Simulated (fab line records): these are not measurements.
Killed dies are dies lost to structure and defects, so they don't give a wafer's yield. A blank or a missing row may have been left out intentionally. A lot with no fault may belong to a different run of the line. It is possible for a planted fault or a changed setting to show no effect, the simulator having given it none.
fab line records    flow sky130
record lots=6  wafers=18  last-day=50
route steps=708 shown METAL4@633 VIA4@639 PAD_OPEN@708
lots with no fault: from the same line, run without faults
start-h: the number of hours between the record's first day and the start of the first shown wafer of the lot    wait-h: time in hours since the lot's previous step    " identical to the entry in the row above    L1.1+2: a row that stands for several wafers    - no value, or no start given    * or withheld: withheld    < > ~ a bound
route shown NAME@n: NAME is a module with steps in the file, n the number in the route of the first one    usual: mean and standard deviation over wafers with no fault    same: alike in all rows    chamber/n: place in a boat    sites: the reading at each site    _std_site: their standard deviation    _edge_site: outer sites' mean less inner sites'    radius-mm: for every site, how far away it sits from the centre of the wafer    mask NAME#n: copy n    behind: tool/chamber where the wafer was last shaped    hold: why the lot was held/for how many hours/how that ended    device: names the non-switching transistor (n, p or np)    end of line: tests of these same wafers at the route's end    a step given without rows: its recipe and nothing more    killed: count of dies lost to structure and defects at first sort (not the wafer's yield)    map: shows each die of a wafer: x if killed, . if not, _ if none is there
set.NAME: setting as actually run; set.NAME@STEP: the setting as run at that earlier step    model.NAME: the simulator's own value behind a step, which no gauge read
lots at selected steps of the route; one table per step, one row per wafer
services: when a tool's chamber went out of use (start-h, in hours from the record's first day, below 0 if earlier), for how many hours, and the reason
## steps
# step SKY_METAL4_ETCH_17
# recipe target=SiO2  stop-on=TiN  chemistry=C4F8/O2/Ar  source-w=1500  bias-w=1200  pressure-mtorr=40  c4f8-flow-sccm=withheld  O2_flow_sccm=6  Ar_flow_sccm=300  time-s=3.9  target-depth-a=150
# usual oes-product-au=0.754/0.0081
lot.wafer  tool         chamber  start-h  wait-h  oes-product-au  rf-hours-counter-h
L987.1     rie-diel-01  0        970.97   0.1     0.741           11
L987.2     "            2        "        "       0.747           22
L987.3     "            1        "        "       0.739           9
L988.1     rie-diel-01  1        978.91   0.1     0.748           9
L988.3     "            2        "        "       0.754           22
L988.6     "            3        "        "       0.764           -
L999.1     rie-diel-03  0        1056.91  0.1     0.753           24
L999.2     "            1        "        "       0.744           5
L999.5     "            1        "        "       0.757           -
L100.3     rie-diel-03  1        1064.52  0.0     0.742           5
L100.5     "            1        "        "       0.766           -
L100.6     "            2        "        "       0.744           -
L106.1     rie-diel-01  3        1113.71  0.1     0.739           18
L106.2     "            1        "        "       0.752           14
L106.6     "            1        "        "       0.748           -
L109.4     rie-diel-02  3        1131.21  0.0     0.754           18
L109.5     "            1        "        "       0.762           -
L109.6     "            2        "        "       0.751           -
# step SKY_METAL4_METAL_ETCH_18
# recipe target-depth-a=8450  stop-on=SiO2  over-etch-frac=0.3  time-s=183.1  chemistry=Cl2/BCl3  resist-sidewall-deg=88  pressure-mtorr=10  icp-w=900  bias-w=48.5  Cl2_flow_sccm=60  bcl3-flow-sccm=30
# usual drypump-motor-current-A=5.9/0.33  oes-product-au=0.867/0.0056  throttle-valve-pct=22.265/0.01
lot.wafer  tool          chamber  start-h  wait-h  drypump-motor-current-A  oes-product-au  rf-hours-counter-h  throttle-valve-pct
L987.1     rie-metal-04  0        970.99   0.0     5.5                      0.864           7                   22.256
L987.2     "             1        "        "       6.2                      0.871           12                  22.283
L987.3     "             0        "        "       5.5                      0.860           -                   22.258
L988.1     rie-metal-01  0        978.93   0.0     5.9                      0.866           11                  22.265
L988.3     "             0        "        "       5.9                      0.867           -                   22.259
L988.6     "             1        "        "       5.8                      0.869           -                   22.276
L999.1     rie-metal-04  0        1056.93  0.0     5.5                      0.865           12                  22.252
L999.2     "             1        "        "       6.3                      0.867           16                  22.262
L999.5     "             0        "        "       5.5                      0.865           -                   22.270
L100.3     rie-metal-03  0        1064.60  0.1     6.3                      0.878           -                   22.243
L100.5     "             1        "        "       5.7                      0.864           -                   22.263
L100.6     "             0        "        "       6.3                      0.871           -                   22.276
L106.1     rie-metal-04  1        1113.73  0.0     6.2                      0.869           20                  22.262
L106.2     "             0        "        "       5.5                      0.866           16                  22.264
L106.6     "             0        "        "       5.4                      0.872           -                   22.267
L109.4     rie-metal-01  0        1131.29  0.1     5.9                      0.866           -                   22.288
L109.5     "             0        "        "       5.9                      0.859           -                   22.263
L109.6     "             1        "        "       5.8                      0.865           -                   22.278
# step SKY_METAL4_STRIP_19
# recipe chemistry=O2/N2  power-w=1400  pressure-mtorr=1500  platen-temp-c=withheld  o2-flow-sccm=3000  n2-flow-sccm=300  overash-fraction=0.5
# usual drypump-motor-current-A=5.9/0.39  oes-product-au=0.502/0.0062  strip-time-to-endpoint-s=6.54/0.082
lot.wafer  tool             chamber  start-h  wait-h  drypump-motor-current-A  oes-product-au  rf-hours-counter-h  strip-time-to-endpoint-s
L987.1     plasma-asher-04  1        971.17   0.1     5.9                      0.502           22                  6.49
L987.2     "                0        "        "       5.6                      0.495           22                  6.39
L987.3     "                0        "        "       5.5                      0.499           -                   6.53
L988.1     plasma-asher-03  1        979.10   0.1     6.4                      0.505           83                  6.54
L988.3     "                1        "        "       6.4                      0.506           -                   6.56
L988.6     "                1        "        "       6.5                      0.515           -                   6.67
L999.1     plasma-asher-02  0        1057.10  0.1     5.9                      0.501           63                  6.56
L999.2     "                1        "        "       6.1                      0.494           63                  6.43
L999.5     "                0        "        "       5.8                      0.502           -                   6.61
L100.3     plasma-asher-03  1        1064.75  0.1     6.4                      0.502           -                   6.61
L100.5     "                0        "        "       5.4                      0.500           -                   6.58
L100.6     "                1        "        "       6.4                      0.503           -                   6.56
L106.1     plasma-asher-04  1        1113.91  0.1     6.0                      0.487           36                  6.44
L106.2     "                0        "        "       5.6                      0.502           36                  6.53
L106.6     "                1        "        "       5.9                      0.502           -                   6.53
L109.4     plasma-asher-02  1        1131.44  0.1     6.1                      0.512           -                   6.69
L109.5     "                1        "        "       6.1                      0.499           -                   6.58
L109.6     "                0        "        "       5.8                      0.510           -                   6.63
# step SKY_METAL4_STRIP_20
# recipe chemistry=post-etch-residue-remover  time-s=1200  temp-c=72.5
# step SKY_METAL4_CLEAN_21
# recipe chemistry=IPA  time-s=180  temp-c=25
# step SKY_METAL4_CLEAN_22
# recipe chemistry=O3/DIW  dry=n2-spin
# step SKY_VIA4_HDPCVD_00
# recipe material=SiO2  target-thk-nm=1750  sigma-open-frac=0.3  time-s=291.7  temp-c=400  sih4-flow-sccm=60  pressure-mtorr=6
# step SKY_VIA4_THK_MEAS_01
# recipe reads=SiO2_of_VIA4_HDPCVD_00
# usual VIA4_HDPCVD_THK=1732/17
lot.wafer  tool           chamber  start-h  wait-h  VIA4_HDPCVD_THK[nm]
L987.1     film-metro-01  -        971.95   0.1     1725
L987.2     "              -        "        "       1727
L987.3     "              -        "        "       1741
L988.1     film-metro-04  -        979.97   0.2     1689
L988.3     "              -        "        "       1705
L988.6     "              -        "        "       1723
L999.1     film-metro-03  -        1057.88  0.1     1735
L999.2     "              -        "        "       1739
L999.5     "              -        "        "       1710
L100.3     film-metro-04  -        1065.60  0.1     1753
L100.5     "              -        "        "       1741
L100.6     "              -        "        "       1738
L106.1     film-metro-04  -        1115.17  0.1     1732
L106.2     "              -        "        "       1756
L106.6     "              -        "        "       1742
L109.4     film-metro-03  -        1132.31  0.0     1738
L109.5     "              -        "        "       1724
L109.6     "              -        "        "       1735
# step SKY_VIA4_CMP_02
# recipe material=SiO2  down-force-psi=4  platen-rpm=60  pad-velocity-m-s=0.94248
# usual motor-current-A=11.3/1.1  platen-rpm=60.00/0.038
lot.wafer  tool    chamber  start-h  wait-h  motor-current-A  platen-rpm
L987.1     cmp-01  2        972.01   0.1     12.6             59.96
L987.3     "       3        "        "       11.1             60.00
L987.2     "       1        "        "       9.6              60.05
L988.1     cmp-02  0        980.03   0.1     12.8             60.01
L988.3     "       1        "        "       10.9             60.02
L988.6     "       1        "        "       11.3             59.95
L999.2     cmp-02  2        1057.94  0.0     10.3             59.99
L999.1     "       3        "        "       11.7             60.06
L999.5     "       2        "        "       10.3             60.02
L100.3     cmp-02  1        1065.74  0.1     11.4             60.03
L100.6     "       3        "        "       11.5             59.98
L100.5     "       0        "        "       13.6             59.99
L106.1     cmp-02  2        1115.33  0.1     9.5              60.04
L106.2     "       3        "        "       10.8             60.02
L106.6     "       0        "        "       13.5             60.00
L109.4     cmp-01  2        1132.49  0.2     12.4             59.99
L109.6     "       3        "        "       11.1             59.99
L109.5     "       0        "        "       11.2             60.00
# step SKY_VIA4_BOW_MEAS_03
# recipe mode=bow
# usual VIA4_BOW=81/8.5
lot.wafer  tool           chamber  start-h  wait-h  VIA4_BOW[um]
L987.1     film-metro-03  -        972.31   0.2     89
L987.2     "              -        "        "       87
L987.3     "              -        "        "       82
L988.1     film-metro-03  -        980.33   0.2     91
L988.3     "              -        "        "       83
L988.6     "              -        "        "       81
L999.1     film-metro-04  -        1058.24  0.2     87
L999.2     "              -        "        "       92
L999.5     "              -        "        "       81
L100.3     film-metro-04  -        1065.98  0.2     69
L100.5     "              -        "        "       71
L100.6     "              -        "        "       66
L106.1     film-metro-03  -        1115.53  0.1     75
L106.2     "              -        "        "       93
L106.6     "              -        "        "       78
L109.4     film-metro-03  -        1132.70  0.2     85
L109.5     "              -        "        "       87
L109.6     "              -        "        "       82
# step SKY_VIA4_DEHYDRATE_04
# recipe temp-c=200  time-s=60
# step SKY_VIA4_HMDS_05
# recipe prime-time-s=60  prime-temp-c=120
# step SKY_VIA4_COAT_06
# recipe resist=NOVOLAK  spin-rpm=3000  resist-thk-nm=1140
lot.wafer  tool            chamber  start-h  wait-h  model.NOVOLAK_of_VIA4_COAT_06.thk-nm
L987.1     litho-track-03  0        983.32   0.1     1140
L987.2     "               0        "        "       1137
L987.3     "               0        "        "       1142
L988.1     litho-track-02  0        992.31   0.1     1142
L988.3+6   "               0        "        "       1144
L999.1     litho-track-03  0        1068.87  0.1     1037
L999.2     "               0        "        "       1032
L999.5     "               0        "        "       1036
L100.3     litho-track-03  0        1075.32  0.1     1035
L100.5     "               0        "        "       1036
L100.6     "               0        "        "       1034
L106.1     litho-track-02  0        1124.86  0.1     1142
L106.2     "               0        "        "       1138
L106.6     "               0        "        "       1140
L109.4     litho-track-01  0        1141.44  0.1     1140
L109.5     "               0        "        "       1141
L109.6     "               0        "        "       1144
# step SKY_VIA4_SOFTBAKE_07
# recipe temp-c=90  time-s=60  resist=NOVOLAK
# step SKY_VIA4_EXPOSE_08
# recipe mask-id=VIM4  na=0.6  source-shape=conventional  sigma-outer=0.6  polarization=unpolarized  target-cd-nm=800  dose-mj=132
# step SKY_VIA4_PEB_09
# recipe temp-c=withheld  time-s=*  resist=NOVOLAK
# step SKY_VIA4_DEVELOP_10
# recipe resist=NOVOLAK  developer=TMAH  develop-time-s=60  dev-temp-c=23
# step SKY_VIA4_OVL_MEAS_11
# usual VIA4_OVL=0.5/1.6
lot.wafer  tool        chamber  start-h  wait-h  VIA4_OVL[nm]
L987.1     overlay-02  -        995.31   0.1     3.0
L987.2     "           -        "        "       3.3
L987.3     "           -        "        "       3.3
L988.1     overlay-01  -        1003.41  0.1     -0.9
L988.3     "           -        "        "       -0.2
L988.6     "           -        "        "       -0.5
L999.1     overlay-01  -        1079.02  0.1     -0.8
L999.2     "           -        "        "       -1.0
L999.5     "           -        "        "       -0.8
L100.3     overlay-02  -        1086.53  0.1     -0.2
L100.5     "           -        "        "       -0.2
L100.6     "           -        "        "       -0.3
L106.1     overlay-02  -        1134.72  0.1     2.6
L106.2     "           -        "        "       1.2
L106.6     "           -        "        "       0.8
L109.4     overlay-01  -        1150.54  0.1     -1.2
L109.5     "           -        "        "       -0.6
L109.6     "           -        "        "       0.5
# step SKY_VIA4_ETCH_12
# recipe target=SiO2  chemistry=C4F8/O2/Ar  stop-on=TiN  mask-material=NOVOLAK  source-w=1500  bias-w=1200  pressure-mtorr=40  c4f8-flow-sccm=withheld  O2_flow_sccm=6  Ar_flow_sccm=300  time-s=withheld  target-depth-a=5800
# usual oes-product-au=0.926/0.0047
lot.wafer  tool         chamber  start-h  wait-h  oes-product-au  model.NOVOLAK_of_VIA4_COAT_06.thk-nm  model.VIA4.cd-nm
L987.1     rie-diel-04  2        995.35   0.0     0.929           1010                                  800.8
L987.2     "            1        "        "       0.922           1006                                  801.1
L987.3     "            3        "        "       0.919           1010                                  803.7
L988.1     rie-diel-03  3        1003.45  0.0     0.926           1009                                  804.3
L988.3     "            1        "        "       0.925           1011                                  802.8
L988.6     "            3        "        "       0.934           1010                                  802.8
L999.1     rie-diel-03  1        1079.06  0.0     0.933           905.6                                 810.1
L999.2     "            2        "        "       0.928           899.8                                 810.5
L999.5     "            3        "        "       0.924           904.8                                 811.3
L100.3     rie-diel-02  0        1086.55  0.0     0.931           901.2                                 815
L100.5     "            0        "        "       0.936           902.5                                 816.3
L100.6     "            1        "        "       0.924           906.5                                 815.4
L106.1     rie-diel-04  3        1134.75  0.0     0.928           1006                                  799.9
L106.2     "            2        "        "       0.922           1006                                  799.1
L106.6     "            0        "        "       0.930           1009                                  800.7
L109.4     rie-diel-03  2        1150.59  0.0     0.927           1008                                  801.5
L109.5     "            1        "        "       0.930           1009                                  800.5
L109.6     "            0        "        "       0.926           1015                                  801
# step SKY_VIA4_STRIP_13
# recipe chemistry=O2/N2  power-w=1400  pressure-mtorr=1500  platen-temp-c=withheld  o2-flow-sccm=3000  n2-flow-sccm=300  overash-fraction=0.5
# usual drypump-motor-current-A=5.8/0.47  oes-product-au=0.709/0.0046  strip-time-to-endpoint-s=12.807/0.03
lot.wafer  tool             chamber  start-h  wait-h  drypump-motor-current-A  oes-product-au  rf-hours-counter-h  strip-time-to-endpoint-s
L987.1     plasma-asher-02  1        995.42   -       6.1                      0.712           57                  12.783
L987.2     "                0        "        "       5.9                      0.711           57                  12.798
L987.3     "                1        "        "       6.1                      0.714           -                   12.783
L988.1     plasma-asher-03  0        1003.52  -       5.4                      0.710           86                  12.775
L988.3     "                1        "        "       6.4                      0.708           -                   12.780
L988.6     "                1        "        "       6.4                      0.701           -                   12.794
L999.1     plasma-asher-03  1        1079.13  -       6.4                      0.713           93                  11.631
L999.2     "                0        "        "       5.4                      0.714           93                  11.589
L999.5     "                1        "        "       6.4                      0.710           -                   11.633
L100.3     plasma-asher-02  0        1086.66  -       5.9                      0.701           -                   11.591
L100.5     "                0        "        "       5.8                      0.708           -                   11.588
L100.6     "                1        "        "       6.1                      0.701           -                   11.653
L106.1     plasma-asher-03  1        1134.82  -       6.4                      0.703           99                  12.809
L106.2     "                0        "        "       5.4                      0.710           99                  12.807
L106.6     "                0        "        "       5.4                      0.709           -                   12.767
L109.4     plasma-asher-03  0        1150.66  -       5.4                      0.708           -                   12.769
L109.5     "                0        "        "       5.4                      0.708           -                   12.768
L109.6     "                1        "        "       6.4                      0.702           -                   12.838
# step SKY_VIA4_STRIP_14
# recipe chemistry=post-etch-residue-remover  time-s=1200  temp-c=72.5
# step SKY_PAD_OPEN_PROBE_99
# usual defect-limited-yield=82.7/1.9  killed_at_M0_to_M3=43/6.6  killed_at_M4_up=3.1/1.6  killed-at-contacts=23/5.6  killed-at-front-end=15/4.2  killed-at-other=0.2/0.43  killed-dies=85/9.3  killed-open=46/6.6  killed-short=39/6.2  sort_bin_3_pad_short=0.8/0.37  sort_bin_5_function=10.2/1.5  sort_bin_6_memory=6.2/1.1  sort-n-pass=407/9.3  sort-yield-pct=82.7/1.9
# same gross-dies=492  killed-at-back-side=0  sort_bin_4_leakage[%]=0  sort_bin_8_speed[%]=0
lot.wafer  tool       chamber  start-h  wait-h  defect-limited-yield[%]  killed_at_M0_to_M3  killed_at_M4_up  killed-at-contacts  killed-at-front-end  killed-at-other  killed-dies  killed-open  killed-short  sort_bin_3_pad_short[%]  sort_bin_5_function[%]  sort_bin_6_memory[%]  sort-n-pass  sort-yield-pct[%]
L106.1     prober-01  -        1190.07  0.1     84.1                     27                  4                25                  21                   1                78           38           40            1.2                      8.1                     6.5                   414          84.1
L106.2     prober-01  -        1190.12  0.1     80.7                     40                  3                29                  23                   0                95           50           45            1.0                      11.2                    7.1                   397          80.7
L106.6     prober-01  -        1190.32  0.2     85.8                     37                  3                20                  10                   0                70           40           30            1.0                      6.1                     7.1                   422          85.8
L109.4     prober-02  -        1204.54  0.2     84.6                     30                  1                26                  19                   0                76           46           30            0.6                      8.1                     6.7                   416          84.6
L109.5     prober-02  -        1204.59  0.2     84.8                     38                  5                16                  16                   0                75           40           35            1.0                      8.7                     5.5                   417          84.8
L109.6     prober-02  -        1204.64  0.2     86.0                     40                  2                13                  13                   1                69           40           29            0.6                      8.3                     5.1                   423          86.0
# killed by level:class
L106.1 FIELD_ISO:geometric-particle:short=7 CONTACT:geometric-particle:open=7 LI_CONTACT:geometric-particle:open=6 LOCAL_INTERCONNECT:geometric-particle:short=6 POLY_GATE:geometric-particle:open=4 CONTACT:geometric-particle:short=4 VIA2:geometric-particle:open=4 METAL3:geometric-particle:open=4
L106.2 CONTACT:geometric-particle:open=11 VIA1:geometric-particle:open=9 METAL2:geometric-particle:short=8 FIELD_ISO:geometric-particle:open=7 FIELD_ISO:geometric-particle:short=6 LI_CONTACT:geometric-particle:open=6 POLY_GATE:geometric-particle:open=6 CONTACT:geometric-particle:short=6
L106.6 VIA1:geometric-particle:open=9 CONTACT:geometric-particle:open=8 VIA1:geometric-particle:short=5 METAL3:geometric-particle:short=5 VIA3:geometric-particle:open=4 LI_CONTACT:geometric-particle:open=4 CONTACT:geometric-particle:short=4 POLY_GATE:geometric-particle:open=3
L109.4 VIA1:geometric-particle:open=9 CONTACT:geometric-particle:open=7 CONTACT:geometric-particle:short=6 VIA2:geometric-particle:open=6 POLY_GATE:geometric-particle:short=5 FIELD_ISO:geometric-particle:open=4 FIELD_ISO:geometric-particle:short=4 LI_CONTACT:geometric-particle:open=4
L109.5 METAL2:geometric-particle:short=10 VIA1:geometric-particle:open=9 VIA3:geometric-particle:open=8 POLY_GATE:geometric-particle:short=6 METAL1:geometric-particle:short=5 CONTACT:geometric-particle:open=5 FIELD_ISO:geometric-particle:open=4 LI_CONTACT:geometric-particle:open=4
L109.6 VIA1:geometric-particle:open=16 VIA1:geometric-particle:short=6 POLY_GATE:geometric-particle:short=5 VIA2:geometric-particle:open=5 METAL1:geometric-particle:short=4 LI_CONTACT:geometric-particle:open=3 CONTACT:geometric-particle:open=3 METAL2:geometric-particle:short=3
## services
tool             chamber  start-h  hours  kind
cmp-02           -        966.22   1.9    repair
plasma-asher-03  -        969.84   8.0    repair
rie-diel-04      1        976.62   16.8   repair
rie-diel-04      2        978.34   9.4    repair
rie-diel-02      3        993.46   9.8    repair
rie-diel-04      -        1001.71  2.8    pm
rie-diel-03      -        1010.55  0.4    repair
cmp-01           -        1014.24  1.1    repair
cmp-02           -        1018.10  4.3    pm
rie-diel-01      2        1021.84  5.4    repair
rie-diel-03      0        1022.68  1.5    repair
cmp-01           -        1023.64  3.4    repair
rie-metal-01     -        1036.10  0.6    repair
plasma-asher-04  -        1036.26  1.8    repair
rie-diel-01      3        1069.94  14.9   repair
cmp-01           -        1084.08  4.0    pm
rie-diel-03      -        1087.57  1.6    repair
rie-diel-03      -        1097.53  1.3    repair
plasma-asher-04  -        1098.19  3.9    repair
cmp-01           -        1098.68  3.2    repair
plasma-asher-02  -        1105.56  1.1    repair
rie-diel-03      1        1130.88  2.5    repair
plasma-asher-02  -        1135.13  0.7    repair
cmp-02           -        1139.08  17.4   pm
## key
first-sign step=SKY_VIA4_STRIP_13  reading=strip-time-to-endpoint-s  direction=down  sigmas=40  usual=*  struck=*
effect none on later readings
model-effect step=SKY_VIA4_COAT_06  value=NOVOLAK_of_VIA4_COAT_06.thk-nm  without=1141  struck=1035
model-effect step=SKY_VIA4_ETCH_12  value=NOVOLAK_of_VIA4_COAT_06.thk-nm  without=1010  struck=903.4
met-at SKY_VIA4_COAT_06
struck-wafers L999.1,L999.2,L999.5,L100.3,L100.5,L100.6
onset-between 983.32 1068.87
also-fits SKY_METAL4_ETCH_17:rie-diel-03
fault kind=process-parameter-drift  tool=litho-track-03  chamber=-  onset-h=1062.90  steps=SKY_VIA4_COAT_06  channel=resist-thk-nm  offset=-106.4  shape=step  end-h=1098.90  acts-in=these-recipes-only  stated=1140
